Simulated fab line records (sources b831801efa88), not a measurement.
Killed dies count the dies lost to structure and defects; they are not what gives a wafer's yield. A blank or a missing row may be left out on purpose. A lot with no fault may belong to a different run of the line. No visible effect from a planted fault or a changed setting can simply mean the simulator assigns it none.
A single fault, viewed from 2 desks / flow sky130 / each desk has only its own numbers; what lay behind them comes last

AT THE METROLOGY DESK
What the gauges read for every lot (on any tool): the sampled wafers with a number, averaged. If a lot's mean is further than 4 standard deviations from the usual mean, the lot is out of limits and carries the mark OUT (the distance appears in the brackets).
Columns: A = cdNm at SKY_METAL4_CD_MEAS_13, usual 300.6 nm; B = VIA4_W_THK at SKY_VIA4_THK_MEAS_20, usual 491 nm
lot=L963; first seen here=day 42 07:32; A=300.5; B=486
lot=L964; first seen here=day 42 07:48; A=302.7; B=484
lot=L966; first seen here=day 43 04:41; A=300.6; B=501
lot=L965; first seen here=day 43 05:16; A=300.8; B=515
lot=L968; first seen here=day 43 12:50; A=300.2; B=494
lot=L971; first seen here=day 44 07:46; A=298.7; B=479
lot=L975; first seen here=day 45 02:02; A=299.2; B=482
lot=L976; first seen here=day 45 04:53; A=303.3; B=487
lot=L977; first seen here=day 45 09:41; A=302.2; B=478
lot=L978; first seen here=day 45 19:27; A=302.0; B=490
lot=L981; first seen here=day 46 21:52; A=300.6; B=508
lot=L983; first seen here=day 47 10:44; A=300.4; B=489
This desk's finding: nothing out of limits on any of the 12 lots.

DESK OF THE TOOL OWNER: cmp-02
The tool's own readings at SKY_VIA2_CMP_24 (polishes, stops on SiO2, t overpolish 20 s, target thk 0 nm): means of the sampled wafers that have a number, for each lot that ran on this tool. If a lot's mean is further than 4 standard deviations from the usual mean, the lot is out of limits and carries the mark OUT (the distance appears in the brackets).
Columns: A = motorCurrentA at SKY_VIA2_CMP_24, usual 10.8 A; B = overpolishRunS at SKY_VIA2_CMP_24, usual 20.000 s; C = platenRpm at SKY_VIA2_CMP_24, usual 60.00 rpm; D = timeToEndpointS at SKY_VIA2_CMP_24, usual 102 s
lot=L963; first seen here=day 36 23:31; A=10.1; B=20.002; C=60.04; D=104
lot=L964; first seen here=day 37 01:14; A=10.5; B=19.999; C=60.00; D=101
lot=L965; first seen here=day 37 23:55; A=10.8; B=19.991; C=59.97; D=102
lot=L968; first seen here=day 38 07:46; A=10.5; B=20.011; C=59.94; D=106
lot=L971; first seen here=day 39 06:10; A=10.7; B=20.003; C=60.00; D=105
lot=L975; first seen here=day 40 01:51; A=10.0; B=20.003; C=59.99; D=105
lot=L976; first seen here=day 40 04:51; A=10.8; B=20.000; C=59.94; D=102
lot=L977; first seen here=day 40 10:31; A=10.0; B=20.006; C=59.98; D=106
This desk's finding: nothing out of limits on any of the 8 lots.

ALL TOGETHER
From the metrology desk's view, nothing was out of limits.
Nothing out of limits was seen by the tool owner's desk.

WHAT THE SIMULATOR HAD PUT IN
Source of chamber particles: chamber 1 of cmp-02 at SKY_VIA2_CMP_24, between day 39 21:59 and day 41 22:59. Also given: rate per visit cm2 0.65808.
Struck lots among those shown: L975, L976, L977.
